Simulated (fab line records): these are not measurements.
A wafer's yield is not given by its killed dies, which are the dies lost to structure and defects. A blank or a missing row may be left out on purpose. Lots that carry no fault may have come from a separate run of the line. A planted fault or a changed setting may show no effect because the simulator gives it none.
What tool caused it?    flow sky130    11 lots with 33 wafers sampled at 6 steps, on a route of 708 steps

== WHAT THE GAUGES READ, wafer by wafer ==
SKY_CONTACT_THK_MEAS_01. Usual: for CONTACT_CVD_00_THK the level is 75.0 nm and the standard deviation is 1.1.
lot   measured      on             CONTACT_CVD_00_THK (nm)  flag
L197  day 31 20:30  film-metro-01  74.9 75.9 77.1           
L199  day 32 16:25  film-metro-01  74.1 76.4 76.3           
L198  day 32 16:59  film-metro-02  74.8 75.6 76.0           
L201  day 32 23:30  film-metro-02  74.6 77.8 76.8           
L202  day 33 04:14  film-metro-01  75.2 73.0 74.4           
L203  day 33 14:29  film-metro-04  73.4 73.9 73.6           
L204  day 34 01:22  film-metro-02  76.7 77.1 76.5           
L209  day 35 05:34  film-metro-04  73.2 76.6 74.7           
L213  day 36 15:55  film-metro-02  73.9 75.4 75.0           
L215  day 37 02:52  film-metro-02  75.6 75.8 76.5           
L214  day 37 04:38  film-metro-02  73.1 74.6 76.1           

SKY_CONTACT_OVL_MEAS_15. Usual: for CONTACT_OVL the level is -4 nm and the standard deviation is 5.5.
lot   measured      on          CONTACT_OVL (nm)  flag
L197  day 32 23:38  overlay-01  -5 -7 -9          
L199  day 33 19:53  overlay-02  1 1 -1            
L198  day 33 20:53  overlay-01  -6 -7 -4          
L201  day 34 02:58  overlay-02  -14 -10 -13       
L202  day 34 06:54  overlay-02  -7 -2 -8          
L203  day 34 17:07  overlay-01  -12 -13 -19       
L204  day 35 05:03  overlay-02  -1 5 -1           
L209  day 36 08:02  overlay-02  -2 4 -2           
L213  day 37 18:01  overlay-02  -3 5 4            
L215  day 38 05:41  overlay-01  -6 0 -7           
L214  day 38 06:50  overlay-02  2 -2 0            

SKY_CONTACT_RS_MEAS_25: uses a four-point probe to measure. Usual: for CONTACT_W_RS the level is 0.339 ohm/sq and the standard deviation is 0.0044.
lot   measured      on             CONTACT_W_RS (ohm/sq)  flag
L197  day 33 00:37  film-metro-04  0.343 0.337 0.338      
L199  day 33 20:52  film-metro-02  0.338 0.336 0.330      
L198  day 33 21:51  film-metro-01  0.339 0.336 0.340      
L201  day 34 03:59  film-metro-04  0.455 0.446 0.446      OFF
L202  day 34 08:18  film-metro-01  0.446 0.450 0.447      OFF
L203  day 34 18:37  film-metro-02  0.454 0.440 0.443      OFF
L204  day 35 06:09  film-metro-04  0.444 0.461 0.444      OFF
L209  day 36 08:58  film-metro-01  0.346 0.344 0.344      
L213  day 37 19:01  film-metro-04  0.334 0.344 0.334      
L215  day 38 06:41  film-metro-04  0.333 0.342 0.333      
L214  day 38 07:49  film-metro-02  0.334 0.331 0.337      

SKY_CONTACT_THK_MEAS_26: measures by xrf. Usual: for CONTACT_W_THK the level is 340 nm and the standard deviation is 5.
lot   measured      on             CONTACT_W_THK (nm)  flag
L197  day 33 00:44  film-metro-04  334 339 337         
L199  day 33 20:58  film-metro-02  337 336 343         
L198  day 33 21:57  film-metro-01  342 345 341         
L201  day 34 04:07  film-metro-04  256 258 260         OFF
L202  day 34 08:23  film-metro-01  263 257 261         OFF
L203  day 34 18:44  film-metro-02  253 261 259         OFF
L204  day 35 06:14  film-metro-04  261 251 260         OFF
L209  day 36 09:05  film-metro-01  334 334 335         
L213  day 37 19:08  film-metro-04  343 335 344         
L215  day 38 06:47  film-metro-04  344 336 345         
L214  day 38 07:56  film-metro-02  344 345 341         

== WHAT TOOL EACH LOT RAN ON (gives the tool, then ch and the chambers of the sampled wafers, and finally the start) ==
lot   SKY_CONTACT_ETCH_18                            SKY_CONTACT_CVD_24
L197  rie-diel-04 ch 1,3, day 33 00:29 or earlier    cvd-w-01 ch 0,1, day 33 00:29
L199  rie-diel-01 ch 0,1, day 33 20:44 or earlier    cvd-w-01 ch 0,1, day 33 20:44
L198  rie-diel-01 ch 1,2,3, day 33 21:44 or earlier  cvd-w-02 ch 0,1, day 33 21:44
L201  rie-diel-02 ch 2,3, day 34 03:53 or earlier    cvd-w-01 ch 0,1, day 34 03:53
L202  rie-diel-04 ch 2,3, day 34 08:10 or earlier    cvd-w-01 ch 0,1, day 34 08:10
L203  rie-diel-04 ch 0,1,2, day 34 18:30 or earlier  cvd-w-01 ch 0,1, day 34 18:30
L204  rie-diel-02 ch 0,2,3, day 35 06:01 or earlier  cvd-w-01 ch 0,1, day 35 06:01
L209  rie-diel-02 ch 0,3, day 36 08:52 or earlier    cvd-w-02 ch 0,1, day 36 08:52
L213  rie-diel-04 ch 0,1,3, day 37 18:54 or earlier  cvd-w-01 ch 0,1, day 37 18:54
L215  rie-diel-04 ch 1,2,3, day 38 06:34 or earlier  cvd-w-01 ch 0,1, day 38 06:34
L214  rie-diel-01 ch 0,1,2, day 38 07:43 or earlier  cvd-w-01 ch 0,1, day 38 07:43
- SKY_CONTACT_ETCH_18: etches Si3N4 in CHF3/O2, stops on TiN, time 39 s, target depth 75 nm.
- SKY_CONTACT_CVD_24: deposits W, target thk 340 nm, time 102.12 s.

== AS READ BY THE TOOLS THEMSELVES (means over the sampled wafers that have a number; for cases with no such wafer, the mark the record gives instead) ==
SKY_CONTACT_ETCH_18. Usual: chf3-flow-sccm 50.02 sccm, standard deviation 0.15; drypump-motor-current-A 5.8 A, standard deviation 0.48; oes-product-au 0.855 a.u., standard deviation 0.0087; throttle-valve-pct 8.794 %, standard deviation 0.0088.
lot   tool         chf3-flow-sccm (sccm)  drypump-motor-current-A (A)  oes-product-au (a.u.)  throttle-valve-pct (%)  flag
L197  rie-diel-04  50.07                  5.9                          0.858                  8.799                   
L199  rie-diel-01  49.84                  6.1                          0.862                  8.797                   
L198  rie-diel-01  50.20                  5.7                          0.861                  8.798                   
L201  rie-diel-02  50.04                  5.5                          0.868                  8.791                   
L202  rie-diel-04  50.27                  5.9                          0.841                  8.793                   
L203  rie-diel-04  49.97                  5.8                          0.847                  8.783                   
L204  rie-diel-02  49.92                  5.4                          0.865                  8.792                   
L209  rie-diel-02  50.04                  5.3                          0.853                  8.787                   
L213  rie-diel-04  50.00                  6.1                          0.848                  8.803                   
L215  rie-diel-04  50.11                  5.7                          0.859                  8.791                   
L214  rie-diel-01  50.04                  5.8                          0.851                  8.797                   

SKY_CONTACT_CVD_24. Usual: heater-power-w 856 W, standard deviation 42; susceptor-temp-C 399.97 C, standard deviation 0.25.
lot   tool      heater-power-w (W)  susceptor-temp-C (C)  flag
L197  cvd-w-01  832                 400.13                
L199  cvd-w-01  839                 400.03                
L198  cvd-w-02  889                 400.14                
L201  cvd-w-01  829                 399.98                
L202  cvd-w-01  834                 399.76                
L203  cvd-w-01  840                 399.43                
L204  cvd-w-01  831                 399.86                
L209  cvd-w-02  879                 399.91                
L213  cvd-w-01  843                 399.91                
L215  cvd-w-01  856                 399.91                
L214  cvd-w-01  838                 399.76                

== THE ANSWER, worked out from the rows above alone ==
Rule: lot off if the mean of its wafers having a number is beyond 3 standard deviations from the usual mean. A lot without any number at a reading at which 4 lots or more have one is off too. Any other lot the step has rows for is counted as sound. Order of review: gauges by route order, followed by the tools' own readings, for which a lot's mean as printed above is used. The first step at which some lot is off is used, and at that step the reading that is off furthest; a lot without a number counts as furthest.
Off: L201, L202, L203, L204, at SKY_CONTACT_RS_MEAS_25 (CONTACT_W_RS).
A tool fits if, at a process step before that reading, it ran every lot that is off, and no sound lot after the first of them. The gauges at SKY_CONTACT_RS_MEAS_25 are tried like those tools. SKY_CONTACT_ETCH_18 gives no start for some lots, so the hours and the order of its lots are those of SKY_CONTACT_CVD_24. Of those tried, none fits.

== WHAT HAD BEEN PUT IN BY THE SIMULATOR ==
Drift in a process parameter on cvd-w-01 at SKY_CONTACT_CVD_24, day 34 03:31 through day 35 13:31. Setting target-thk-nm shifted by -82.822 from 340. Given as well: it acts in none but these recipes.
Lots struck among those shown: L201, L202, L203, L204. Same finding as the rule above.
